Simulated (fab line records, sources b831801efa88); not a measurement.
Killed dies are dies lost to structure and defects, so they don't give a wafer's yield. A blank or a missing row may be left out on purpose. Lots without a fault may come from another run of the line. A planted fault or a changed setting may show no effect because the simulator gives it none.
Which tool did it? | flow sky130 | 13 lots, 39 wafers sampled, at 4 steps of a route of 708

WHAT THE GAUGES READ, wafer by wafer
SKY_CAPM_OVL_MEAS_12. Usual: CAPM_OVL 1.2 nm, standard deviation 1.4.
lot  | measured     | on         | CAPM_OVL (nm) | flag
L273 | day 37 02:47 | overlay-02 | 1.2 1.2 1.8   |
L274 | day 37 18:59 | overlay-02 | 1.7 3.2 1.5   |
L275 | day 38 09:44 | overlay-02 | 2.3 2.4 0.9   |
L276 | day 38 14:53 | overlay-01 | -0.3 0.5 0.6  |
L278 | day 39 00:35 | overlay-01 | 2.7 1.9 1.9   |
L279 | day 39 06:23 | overlay-02 | 2.6 2.6 4.0   |
L280 | day 39 13:53 | overlay-02 | 0.4 0.6 -0.2  |
L281 | day 39 21:29 | overlay-01 | 0.8 -0.1 -0.1 |
L282 | day 40 05:14 | overlay-02 | 2.9 4.5 4.1   |
L284 | day 40 21:35 | overlay-02 | 1.8 -1.0 1.1  |
L288 | day 42 05:56 | overlay-02 | 2.8 1.6 2.0   |
L289 | day 42 09:13 | overlay-02 | -0.6 1.5 2.2  |
L291 | day 42 23:59 | overlay-01 | 1.2 0.7 1.5   |

WHICH TOOL RAN EACH LOT (tool, then ch and the chambers of the sampled wafers, then the start)
lot  | SKY_VIA2_CMP_24               | SKY_METAL3_SPUTTER_02        | SKY_CAPM_SPUTTER_02
L273 | cmp-02 ch 1,2,3, day 36 00:01 | pvd_sputter-03, day 36 00:22 | pvd_sputter-04, day 36 00:33
L274 | cmp-02 ch 1,2,3, day 36 17:13 | pvd_sputter-02, day 36 17:31 | pvd_sputter-03, day 36 17:42
L275 | cmp-02 ch 0,2,3, day 37 07:12 | pvd_sputter-03, day 37 07:33 | pvd_sputter-01, day 37 07:44
L276 | cmp-01 ch 1,2,3, day 37 13:11 | pvd_sputter-03, day 37 13:29 | pvd_sputter-01, day 37 13:40
L278 | cmp-02 ch 0,1,2, day 37 22:41 | pvd_sputter-01, day 37 23:02 | pvd_sputter-04, day 37 23:13
L279 | cmp-01 ch 0,1, day 38 05:04   | pvd_sputter-03, day 38 05:25 | pvd_sputter-01, day 38 05:36
L280 | cmp-02 ch 2,3, day 38 13:25   | pvd_sputter-01, day 38 13:43 | pvd_sputter-04, day 38 13:54
L281 | cmp-01 ch 0,2, day 38 19:53   | pvd_sputter-02, day 38 20:11 | pvd_sputter-04, day 38 20:22
L282 | cmp-01 ch 0,2,3, day 39 03:20 | pvd_sputter-03, day 39 03:41 | pvd_sputter-04, day 39 03:52
L284 | cmp-02 ch 1,2, day 39 21:13   | pvd_sputter-02, day 39 21:34 | pvd_sputter-04, day 39 21:50
L288 | cmp-02 ch 2,3, day 41 06:23   | pvd_sputter-03, day 41 06:44 | pvd_sputter-01, day 41 06:55
L289 | cmp-02 ch 1,2, day 41 09:26   | pvd_sputter-02, day 41 09:43 | pvd_sputter-04, day 41 09:55
L291 | cmp-02 ch 0,2, day 42 00:13   | pvd_sputter-01, day 42 00:31 | pvd_sputter-01, day 42 00:42
- SKY_VIA2_CMP_24: polishes, stops on SiO2, t overpolish 20 s, target thk 0 nm.
- SKY_METAL3_SPUTTER_02: material AlCu, target thk 735 nm, time 39.1 s.
- SKY_CAPM_SPUTTER_02: material TiN, target thk 200 nm, time 166.7 s.

WHAT THE TOOLS THEMSELVES READ (means of the sampled wafers that have a number; where no wafer has one, the mark that the record gives instead)
SKY_VIA2_CMP_24. Usual: motor_current_A 11.2 A, standard deviation 0.88; overpolish_run_s 20.001 s, standard deviation 0.0093; time_to_endpoint_s 102.2 s, standard deviation 3.
lot  | tool   | motor_current_A (A) | overpolish_run_s (s) | time_to_endpoint_s (s) | flag
L273 | cmp-02 | 11.6                | 19.998               | 105.2                  |
L274 | cmp-02 | 12.1                | 19.999               | 101.3                  |
L275 | cmp-02 | 11.1                | 19.996               | 105.1                  |
L276 | cmp-01 | 11.4                | 20.007               | 102.1                  |
L278 | cmp-02 | 11.5                | 19.995               | 103.0                  |
L279 | cmp-01 | 11.8                | 19.999               | 103.0                  |
L280 | cmp-02 | 11.5                | 20.003               | 105.3                  |
L281 | cmp-01 | 10.3                | 20.002               | 100.9                  |
L282 | cmp-01 | 11.0                | 20.003               | 101.8                  |
L284 | cmp-02 | 11.8                | 20.000               | 100.6                  |
L288 | cmp-02 | 11.8                | 20.015               | 100.5                  |
L289 | cmp-02 | 11.7                | 20.001               | 107.1                  |
L291 | cmp-02 | 10.5                | 20.005               | 99.5                   |

SKY_METAL3_SPUTTER_02. Usual: throttle_valve_pct 29.2 %, standard deviation 1.5.
lot  | tool           | throttle_valve_pct (%) | flag
L273 | pvd_sputter-03 | 28.9                   |
L274 | pvd_sputter-02 | 28.7                   |
L275 | pvd_sputter-03 | 28.7                   |
L276 | pvd_sputter-03 | 30.0                   |
L278 | pvd_sputter-01 | 29.8                   |
L279 | pvd_sputter-03 | 28.2                   |
L280 | pvd_sputter-01 | 29.8                   |
L281 | pvd_sputter-02 | 29.1                   |
L282 | pvd_sputter-03 | 29.4                   |
L284 | pvd_sputter-02 | 28.4                   |
L288 | pvd_sputter-03 | 28.6                   |
L289 | pvd_sputter-02 | 29.8                   |
L291 | pvd_sputter-01 | 29.5                   |

SKY_CAPM_SPUTTER_02. Usual: throttle_valve_pct 29.9 %, standard deviation 0.72.
lot  | tool           | throttle_valve_pct (%) | flag
L273 | pvd_sputter-04 | 29.8                   |
L274 | pvd_sputter-03 | 29.2                   |
L275 | pvd_sputter-01 | 29.7                   |
L276 | pvd_sputter-01 | 29.7                   |
L278 | pvd_sputter-04 | 29.8                   |
L279 | pvd_sputter-01 | 29.5                   |
L280 | pvd_sputter-04 | 30.1                   |
L281 | pvd_sputter-04 | 30.0                   |
L282 | pvd_sputter-04 | 30.3                   |
L284 | pvd_sputter-04 | 30.5                   |
L288 | pvd_sputter-01 | 30.0                   |
L289 | pvd_sputter-04 | 29.7                   |
L291 | pvd_sputter-01 | 29.9                   |

THE ANSWER, worked out from the rows above alone
Rule: a lot is off if the mean of its wafers that have a number lies more than 3 standard deviations from the usual mean. A lot without any number at a reading at which 4 lots or more have one is off too. The other lots that the step has rows for count as sound. The gauges are gone through in route order, then the tools' own readings, and for those a lot's mean is taken as printed above. The first step at which some lot is off is used, and at that step the reading that is off furthest; a lot without a number counts as furthest.
No lot is off at any reading shown: from this, nothing can be told.

WHAT THE SIMULATOR HAD PUT IN
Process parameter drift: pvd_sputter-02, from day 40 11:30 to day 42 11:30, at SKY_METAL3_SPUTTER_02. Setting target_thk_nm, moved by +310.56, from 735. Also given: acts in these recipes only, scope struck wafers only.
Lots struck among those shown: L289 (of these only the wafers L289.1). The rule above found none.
